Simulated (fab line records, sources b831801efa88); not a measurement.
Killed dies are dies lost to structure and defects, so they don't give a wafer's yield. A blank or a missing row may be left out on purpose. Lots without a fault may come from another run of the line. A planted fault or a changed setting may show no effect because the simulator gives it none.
Problem report in the 8D (eight disciplines) form, filled by code | flow sfq_line | the parts of the form that need people (team, actions taken, sign-off) are left out

1. THE PROBLEM
M0_NB_RS at SFQ_M0_RS_MEAS_904 reads a mean of 0.795 ohm/sq on 6 wafers of 2 lots; wafers without a fault read 0.891 ohm/sq with a standard deviation of 0.011. That is -8.7 standard deviations from the usual mean.
The step: measures by four-point-probe.
First seen on wafer L701.3, day 7 17:16, on film_metro-04. The record holds 42 wafers of 14 lots with a number at this step. Rule for "out", or "out of limits": more than 4 standard deviations from the usual mean. The other wafers with a number count as sound.

2. WHAT IT IS AND WHAT IT IS NOT
question                    | is                     | is not
which readings at this step | M0_NB_RS               | -
which lots                  | L701, L703             | L691, L692, L693, L694, L695, L696, L697, L698, L711, L712, L713, L714
which wafers of those lots  | all that have a number | -
read on which gauges        | film_metro-04          | film_metro-02, film_metro-03
when                        | from day 7 17:16       | up to then (24 sound wafers); but 12 sound wafers of L711, L712, L713, L714 came after

3. SUSPECTS, AND WHAT RULES EACH OUT
Counting: a tool at a process step up to the reading stays a suspect if it ran every lot that is out and no sound lot after the first of them.
- the gauge at SFQ_M0_RS_MEAS_904: ruled out. All the wafers that are out were read on film_metro-04, but those of them that SFQ_TRILAYER_M0_ETCH_METAL_ETCH_024 has rows for are out there too, on other tools.
- pvd_sputter-06 at SFQ_TRILAYER_M0_DEP_SPUTTER_019 (material Nb, target thk 200 nm, time 133.3 s): ruled out as a lasting fault. Sound lots L711, L712 ran on it after its first lot that is out, L701 (day 7 17:08).
Left after counting: nothing in the record.

4. THE CAUSE (what the simulator had put in)
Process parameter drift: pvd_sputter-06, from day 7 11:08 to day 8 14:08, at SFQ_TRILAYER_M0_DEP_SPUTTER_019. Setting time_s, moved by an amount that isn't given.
Counting ruled it out, wrongly: the rule takes a fault to strike every lot that its tool runs from its start on, and this one did not.

5. THE CHAIN OF EFFECTS, in route order
Each row: a reading whose mean over the struck wafers that have a number lies more than 3 standard deviations from the usual. Only readings for which the record gives a usual standard deviation are gone through. hours: the time from each lot's start at the first step in this table that gives one to its start at this step, as a median over the lots. sigmas: the change in usual standard deviations.
hours | step                                | reading        | usual        | on struck wafers | change | sigmas
0     | SFQ_M0_RS_MEAS_904                  | M0_NB_RS       | 0.891 ohm/sq | 0.795            | -0.096 | -8.7
50    | SFQ_TRILAYER_M0_ETCH_METAL_ETCH_024 | oes_product_au | 0.893 a.u.   | 0.956            | +0.063 | +8.4
The process steps in it:
- SFQ_TRILAYER_M0_ETCH_METAL_ETCH_024: etches Nb in Cl2/Ar, stops on SiO2, target depth 240 nm, time 120 s.
Later measuring or inspecting steps at which every struck wafer that the step has a row for has a number for every such reading, and none has moved that far: SFQ_M0_OVL_MEAS_906, SFQ_M3_RS_MEAS_919.

6. WHAT WOULD HAVE CAUGHT IT SOONER
In this record the first reading out of limits at a measuring or inspecting step was taken at day 7 17:16, 6 hours after the fault began at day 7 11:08.
Of the tool readings at SFQ_TRILAYER_M0_DEP_SPUTTER_019 for which the record gives a usual standard deviation, none was out on any struck wafer, so an alarm limit of 4 standard deviations on them would not have fired.
